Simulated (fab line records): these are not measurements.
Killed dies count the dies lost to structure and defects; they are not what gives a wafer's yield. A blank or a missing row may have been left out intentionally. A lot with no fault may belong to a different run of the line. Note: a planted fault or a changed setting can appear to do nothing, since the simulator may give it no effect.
2 desks, one fault / flow sky130 / every desk sees just its own numbers, and what lay behind them comes last

== FOR THE TOOL OWNER'S DESK: wet bench-01 ==
The tool's own readings at SKY_SONOS_ONO_WET_ETCH_16 (etches SiO2 in dHF, target depth 14 nm, time 280 s): means of the sampled wafers that have a number, for each lot that ran on this tool. A lot is out of limits, marked OUT, if its mean lies more than 4 standard deviations from the usual mean; the brackets give that distance.
Columns: A = run length s at SKY_SONOS_ONO_WET_ETCH_16, usual 308 s
lot=L328; first seen here=day 13 18:32; A=306
lot=L332; first seen here=day 15 02:47; A=172 (-35) OUT
lot=L345; first seen here=day 19 10:26; A=315
lot=L347; first seen here=day 20 07:35; A=308
This desk finds L332 out of limits, L332 being first, at day 15 02:47 (run length s at SKY_SONOS_ONO_WET_ETCH_16). In limits: L328, L345, L347.

== FROM THE METROLOGY DESK ==
What the gauges read, lot by lot, whatever tool the lot ran on: means of the sampled wafers that have a number. A lot is out of limits, marked OUT, if its mean lies more than 4 standard deviations from the usual mean; the brackets give that distance.
Columns: A = NWELL_00_OVL at SKY_NWELL_OVL_MEAS_10, usual -1.2 nm; B = cd nm at SKY_VT_ADJUST_NCORE_CD_MEAS_07, usual 379.4 nm
lot=L326; first seen here=day 4 21:43; A=-0.1; B=381.8
lot=L327; first seen here=day 5 03:55; A=-0.8; B=376.9
lot=L328; first seen here=day 5 11:37; A=-1.4; B=377.2
lot=L332; first seen here=day 6 08:55; A=-1.1; B=378.1
lot=L338; first seen here=day 7 23:49; A=-0.9; B=377.9
lot=L339; first seen here=day 8 04:04; A=-1.6; B=380.8
lot=L341; first seen here=day 8 16:11; A=-2.5; B=375.0
lot=L343; first seen here=day 9 00:58; A=0.5; B=376.6
lot=L344; first seen here=day 9 04:38; A=-1.5; B=375.1
lot=L345; first seen here=day 9 09:49; A=-0.4; B=379.7
lot=L346; first seen here=day 9 17:01; A=-0.9; B=381.9
lot=L347; first seen here=day 10 01:32; A=-1.4; B=378.8
lot=L348; first seen here=day 10 08:23; A=-0.1; B=380.0
Finding of this desk: none of the 13 lots has anything out of limits.

== BROUGHT TOGETHER ==
On L332, at day 15 02:47, an alarm was possible from the tool owner's desk.
At the metrology desk, nothing out of limits was observed.
The metrology desk holds a record of L332, inside its limits.
The lots listed all ran SKY_SONOS_ONO_WET_ETCH_16 on wet bench-01.

== WHAT HAD BEEN PUT IN BY THE SIMULATOR ==
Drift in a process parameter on wet bench-01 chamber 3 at SKY_SONOS_ONO_WET_ETCH_16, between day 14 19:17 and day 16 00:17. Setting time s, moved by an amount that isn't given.
Lots struck among those shown: L332.
Hours from the fault's start to each desk's first reading out of limits: the tool owner's desk, 8.
